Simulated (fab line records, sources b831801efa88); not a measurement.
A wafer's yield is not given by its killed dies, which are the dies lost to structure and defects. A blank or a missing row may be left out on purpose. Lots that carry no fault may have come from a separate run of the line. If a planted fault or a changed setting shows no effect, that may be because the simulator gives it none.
Which tool is to blame? :: flow sky130 :: 13 lots, 39 wafers sampled, at 3 steps of a route of 708

== WHAT THE GAUGES READ, wafer by wafer ==
SKY_METAL2_RS_MEAS_05: uses a four-point probe to measure. Usual: METAL2_ALCU_RS gives 0.1268 ohm/sq (standard deviation 0.0017).
lot: L906
measured: day 33 13:25
on: film-metro-02
METAL2_ALCU_RS (ohm/sq): 0.1275 0.1271 0.1269
flag: 

lot: L907
measured: day 33 16:20
on: film-metro-01
METAL2_ALCU_RS (ohm/sq): 0.1298 0.1301 0.1297
flag: 

lot: L908
measured: day 34 05:01
on: film-metro-03
METAL2_ALCU_RS (ohm/sq): 0.1298 0.1265 0.1267
flag: 

lot: L910
measured: day 34 18:30
on: film-metro-03
METAL2_ALCU_RS (ohm/sq): 0.1252 0.1249 0.1256
flag: 

lot: L911
measured: day 35 13:58
on: film-metro-01
METAL2_ALCU_RS (ohm/sq): 0.1256 0.1268 0.1266
flag: 

lot: L912
measured: day 35 21:10
on: film-metro-01
METAL2_ALCU_RS (ohm/sq): 0.1274 0.1265 0.1248
flag: 

lot: L916
measured: day 37 06:40
on: film-metro-02
METAL2_ALCU_RS (ohm/sq): 0.1249 0.1259 0.1267
flag: 

lot: L918
measured: day 37 13:25
on: film-metro-03
METAL2_ALCU_RS (ohm/sq): 0.1277 0.1273 0.1276
flag: 

lot: L917
measured: day 37 15:40
on: film-metro-02
METAL2_ALCU_RS (ohm/sq): 0.1268 0.1269 0.1265
flag: 

lot: L919
measured: day 38 01:13
on: film-metro-02
METAL2_ALCU_RS (ohm/sq): 0.1264 0.1267 0.1267
flag: 

lot: L920
measured: day 38 11:28
on: film-metro-03
METAL2_ALCU_RS (ohm/sq): 0.1253 0.1227 0.1244
flag: 

lot: L921
measured: day 38 13:08
on: film-metro-03
METAL2_ALCU_RS (ohm/sq): 0.1255 0.1233 0.1237
flag: 

lot: L929
measured: day 41 10:44
on: film-metro-02
METAL2_ALCU_RS (ohm/sq): 0.1265 0.1263 0.1269
flag: 

SKY_VIA2_THK_MEAS_01. Usual: VIA2_HDPCVD_THK gives 1182 nm (standard deviation 12).
lot: L906
measured: day 34 16:40
on: film-metro-03
VIA2_HDPCVD_THK (nm): 1161 1165 1162
flag: 

lot: L907
measured: day 34 19:41
on: film-metro-03
VIA2_HDPCVD_THK (nm): 1178 1176 1169
flag: 

lot: L908
measured: day 35 08:07
on: film-metro-04
VIA2_HDPCVD_THK (nm): 1188 1176 1189
flag: 

lot: L910
measured: day 35 22:03
on: film-metro-03
VIA2_HDPCVD_THK (nm): 1183 1174 1179
flag: 

lot: L911
measured: day 36 18:07
on: film-metro-03
VIA2_HDPCVD_THK (nm): 1175 1201 1195
flag: 

lot: L912
measured: day 37 01:01
on: film-metro-04
VIA2_HDPCVD_THK (nm): 1170 1168 1174
flag: 

lot: L916
measured: day 38 08:42
on: film-metro-03
VIA2_HDPCVD_THK (nm): 1163 1193 1176
flag: 

lot: L918
measured: day 38 15:23
on: film-metro-02
VIA2_HDPCVD_THK (nm): 1198 1183 1175
flag: 

lot: L917
measured: day 38 18:01
on: film-metro-04
VIA2_HDPCVD_THK (nm): 1196 1171 1166
flag: 

lot: L919
measured: day 39 03:37
on: film-metro-03
VIA2_HDPCVD_THK (nm): 1192 1183 1192
flag: 

lot: L920
measured: day 39 13:14
on: film-metro-02
VIA2_HDPCVD_THK (nm): 1176 1188 1179
flag: 

lot: L921
measured: day 39 15:28
on: film-metro-03
VIA2_HDPCVD_THK (nm): 1168 1173 1174
flag: 

lot: L929
measured: day 42 11:49
on: film-metro-02
VIA2_HDPCVD_THK (nm): 1205 1198 1192
flag: 

SKY_VIA2_OVL_MEAS_13. Usual: VIA2_OVL gives 3 nm (standard deviation 5.4).
lot: L906
measured: day 35 20:18
on: overlay-01
VIA2_OVL (nm): 6 4 7
flag: 

lot: L907
measured: day 35 22:34
on: overlay-01
VIA2_OVL (nm): 3 -5 -5
flag: 

lot: L908
measured: day 36 10:15
on: overlay-01
VIA2_OVL (nm): 2 -3 7
flag: 

lot: L910
measured: day 37 00:39
on: overlay-02
VIA2_OVL (nm): 7 7 9
flag: 

lot: L911
measured: day 37 19:36
on: overlay-02
VIA2_OVL (nm): 8 4 11
flag: 

lot: L912
measured: day 38 02:50
on: overlay-01
VIA2_OVL (nm): 0 1 -5
flag: 

lot: L916
measured: day 39 10:56
on: overlay-01
VIA2_OVL (nm): 1 1 -5
flag: 

lot: L918
measured: day 39 17:26
on: overlay-02
VIA2_OVL (nm): 7 6 2
flag: 

lot: L917
measured: day 39 19:48
on: overlay-01
VIA2_OVL (nm): 11 9 4
flag: 

lot: L919
measured: day 40 05:41
on: overlay-01
VIA2_OVL (nm): 12 9 8
flag: 

lot: L920
measured: day 40 15:24
on: overlay-02
VIA2_OVL (nm): -4 -7 -3
flag: 

lot: L921
measured: day 40 17:29
on: overlay-02
VIA2_OVL (nm): 2 3 6
flag: 

lot: L929
measured: day 43 11:47
on: overlay-01
VIA2_OVL (nm): 3 10 13
flag: 

== EACH LOT AND THE TOOL THAT RAN IT (in order: tool; ch and the chambers of the sampled wafers; start) ==
No process step before these readings appears in the record.

== AS READ BY THE TOOLS THEMSELVES (means over the sampled wafers that have a number; for cases with no such wafer, the mark the record gives instead) ==
The record holds no such reading with a usual standard deviation.

== THE ANSWER, worked out from the rows above alone ==
Rule: a lot counts as off when the mean over its wafers that have a number is more than 3 standard deviations away from the usual mean. A lot without any number at a reading at which 4 lots or more have one is off too. All remaining lots with rows at the step are treated as sound. Order of review: gauges by route order, followed by the tools' own readings, for which a lot's mean as printed above is used. The first step at which some lot is off is used, and at that step the reading that is off furthest; a lot without a number counts as furthest.
No lot is off on any of the readings shown, so nothing can be concluded from this.

== WHAT THE SIMULATOR HAD PUT IN ==
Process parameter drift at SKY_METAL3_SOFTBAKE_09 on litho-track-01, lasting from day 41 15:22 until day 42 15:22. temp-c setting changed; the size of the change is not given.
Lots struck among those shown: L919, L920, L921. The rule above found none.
